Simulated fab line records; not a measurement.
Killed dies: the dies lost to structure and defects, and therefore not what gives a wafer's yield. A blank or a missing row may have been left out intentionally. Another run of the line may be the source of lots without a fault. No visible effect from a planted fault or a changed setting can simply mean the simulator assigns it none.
Which tool is to blame? -- flow sky130 -- Sampling: 12 lots, 35 wafers, 6 of 708 route steps

WHAT EACH GAUGE READ, for each wafer
SKY_VT_ADJUST_LVTN_TW_MEAS_10.
lot,measured,on,VT_ADJUST_LVTN_TW
L595,day 6 18:49,film-metro-03,241.7 241.6 241.6
L596,day 7 01:31,film-metro-03,241.1 240.1 239.2
L597,day 7 16:46,film-metro-02,239.4 239.9 239.1
L598,day 7 20:22,film-metro-02,238.7 238.4 238.2
L599,day 8 05:48,film-metro-03,240.6 241.4 241.7
L602,day 8 19:28,film-metro-03,241.5 241.7
L608,day 10 08:32,film-metro-01,236.3 235.9 234.9
L611,day 11 09:32,film-metro-02,240.6 239.0 240.6
L615,day 12 09:29,film-metro-02,240.9 241.4 240.1
L616,day 12 15:20,film-metro-02,241.0 240.9 240.7
L617,day 12 18:07,film-metro-03,240.1 240.2 240.5
L618,day 13 04:08,film-metro-02,239.6 239.7 239.3

SKY_VT_ADJUST_HVTR_CD_MEAS_07: the cd target is 380 nm.
lot,measured,on,cd-nm (nm)
L595,day 9 09:18,cd-sem-01,377.4 380.5 378.3
L596,day 9 17:02,cd-sem-02,386.2 382.0 386.2
L597,day 10 08:02,cd-sem-02,382.7 383.5 380.9
L598,day 10 11:49,cd-sem-02,380.3 376.5 378.2
L599,day 10 21:25,cd-sem-01,381.3 381.3 383.3
L602,day 11 13:40,cd-sem-02,372.2 380.6
L608,day 13 08:52,cd-sem-01,384.7 385.9 383.9
L611,day 14 11:24,cd-sem-01,374.6 378.9 379.5
L615,day 15 13:17,cd-sem-02,383.9 384.5 384.1
L616,day 15 20:33,cd-sem-01,377.3 376.7 376.0
L617,day 16 00:01,cd-sem-02,380.8 380.2 377.7
L618,day 16 09:39,cd-sem-01,380.8 379.7 381.1

SKY_VT_ADJUST_HVTR_TW_MEAS_11.
lot,measured,on,VT_ADJUST_HVTR_TW
L595,day 9 09:42,film-metro-04,210.6 211.7 211.8
L596,day 9 17:25,film-metro-02,209.9 209.7 209.4
L597,day 10 08:27,film-metro-03,210.1 210.3 209.8
L598,day 10 12:13,film-metro-02,209.6 208.6 210.5
L599,day 10 21:48,film-metro-02,209.7 209.8 209.4
L602,day 11 14:02,film-metro-02,208.0 209.4
L608,day 13 09:17,film-metro-02,208.6 209.8 208.2
L611,day 14 11:48,film-metro-03,209.5 210.4 209.8
L615,day 15 13:40,film-metro-03,208.9 210.5 211.3
L616,day 15 20:57,film-metro-04,211.2 211.6 211.9
L617,day 16 00:26,film-metro-04,211.0 211.4 210.0
L618,day 16 10:03,film-metro-02,209.1 209.4 210.0

TOOL THAT RAN EACH LOT (tool first, then ch and the chambers of the sampled wafers, then the start)
lot,SKY_VT_ADJUST_LVTN_STRIP_20,SKY_VT_ADJUST_HVTR_COAT_02,SKY_VT_ADJUST_HVTR_STRIP_10
L595,"plasma-asher-01 ch 0,1, day 7 14:32","litho-track-03 ch 0, day 8 21:56","plasma-asher-01 ch 0,1, day 9 09:36"
L596,"plasma-asher-03 ch 0,1, day 7 21:07","litho-track-04 ch 0, day 9 06:18","plasma-asher-03 ch 0,1, day 9 17:20"
L597,"plasma-asher-03 ch 0,1, day 8 13:16","litho-track-03 ch 0, day 9 20:44","plasma-asher-01 ch 0,1, day 10 08:21"
L598,"plasma-asher-04 ch 0,1, day 8 17:40","litho-track-03 ch 0, day 10 02:04","plasma-asher-03 ch 0,1, day 10 12:06"
L599,"plasma-asher-04 ch 0,1, day 9 03:08","litho-track-03 ch 0, day 10 10:26","plasma-asher-01 ch 0,1, day 10 21:43"
L602,"plasma-asher-01 ch 1, day 9 16:56","litho-track-03 ch 0, day 11 02:19","plasma-asher-02 ch 0, day 11 13:56"
L608,"plasma-asher-01 ch 0,1, day 11 07:47","litho-track-02 ch 0, day 12 19:58","plasma-asher-01 ch 0,1, day 13 09:11"
L611,"plasma-asher-04 ch 0,1, day 12 09:41","litho-track-04 ch 0, day 13 22:15","plasma-asher-03 ch 0,1, day 14 11:42"
L615,"plasma-asher-03 ch 0,1, day 13 10:02","litho-track-03 ch 0, day 15 00:29","plasma-asher-01 ch 0,1, day 15 13:35"
L616,"plasma-asher-04 ch 0,1, day 13 16:07","litho-track-02 ch 0, day 15 07:01","plasma-asher-03 ch 0,1, day 15 20:51"
L617,"plasma-asher-03 ch 0,1, day 13 18:41","litho-track-04 ch 0, day 15 10:03","plasma-asher-02 ch 0,1, day 16 00:20"
L618,"plasma-asher-03 ch 0, day 14 03:47","litho-track-02 ch 0, day 15 19:01","plasma-asher-03 ch 0,1, day 16 09:57"
- SKY_VT_ADJUST_LVTN_STRIP_20: strips in O2/N2.
- SKY_VT_ADJUST_HVTR_COAT_02: resist thk 1140 nm.
- SKY_VT_ADJUST_HVTR_STRIP_10: strips in O2/N2.

AS READ BY THE TOOLS THEMSELVES (means over the sampled wafers that have a number; for cases with no such wafer, the mark the record gives instead)
SKY_VT_ADJUST_LVTN_STRIP_20.
lot,tool,drypump-motor-current-A (A),oes-product-au (a.u.),strip-time-to-endpoint-s (s)
L595,plasma-asher-01,5.3,0.716,14.17
L596,plasma-asher-03,5.2,0.717,14.16
L597,plasma-asher-03,5.1,0.716,14.16
L598,plasma-asher-04,5.8,0.719,14.16
L599,plasma-asher-04,5.9,0.717,14.13
L602,plasma-asher-01,5.5,0.716,14.18
L608,plasma-asher-01,5.4,0.715,14.19
L611,plasma-asher-04,5.8,0.713,14.16
L615,plasma-asher-03,5.1,0.716,14.19
L616,plasma-asher-04,6.0,0.718,14.21
L617,plasma-asher-03,5.3,0.715,14.15
L618,plasma-asher-03,5.4,0.712,14.13

SKY_VT_ADJUST_HVTR_STRIP_10.
lot,tool,drypump-motor-current-A (A),oes-product-au (a.u.),strip-time-to-endpoint-s (s)
L595,plasma-asher-01,5.42,0.714,14.11
L596,plasma-asher-03,5.12,0.718,14.16
L597,plasma-asher-01,5.41,0.719,14.10
L598,plasma-asher-03,5.13,0.716,14.16
L599,plasma-asher-01,5.28,0.715,14.22
L602,plasma-asher-02,5.67,0.714,14.54
L608,plasma-asher-01,5.28,0.713,14.14
L611,plasma-asher-03,5.11,0.715,14.20
L615,plasma-asher-01,5.41,0.717,14.17
L616,plasma-asher-03,5.29,0.714,14.19
L617,plasma-asher-02,5.31,0.719,14.05
L618,plasma-asher-03,5.29,0.717,14.17

THE ANSWER, worked out from the rows above alone
Rule: what is usual is taken from the lots themselves. The widest of any qualifying gaps counts: lots, ordered by their means at a reading, are off when they make up no more than a third of the lots, leave a main group of 4 or more, and stand apart from it by 3 or more times the standard deviation of that group's means. A main group whose means are all the same, to the digits that the tables above print for the reading, isn't used. A lot without any number at a reading at which 4 lots or more have one is off too. The other lots that the step has rows for count as sound. The gauges are gone through in route order, then the tools' own readings, and for those a lot's mean is taken as printed above. At the first step where some lot is off, the reading lying furthest off is the one used; lots without a number count as furthest.
Off: L602, at SKY_VT_ADJUST_HVTR_STRIP_10 (strip-time-to-endpoint-s). Main group: mean 14.15 s, sd 0.047.
If a tool, at that step or one of the process steps before it, ran each lot that is off and ran no sound lot following the first of them, it fits. No candidate that was tried fits.

WHAT HAD BEEN PUT IN BY THE SIMULATOR
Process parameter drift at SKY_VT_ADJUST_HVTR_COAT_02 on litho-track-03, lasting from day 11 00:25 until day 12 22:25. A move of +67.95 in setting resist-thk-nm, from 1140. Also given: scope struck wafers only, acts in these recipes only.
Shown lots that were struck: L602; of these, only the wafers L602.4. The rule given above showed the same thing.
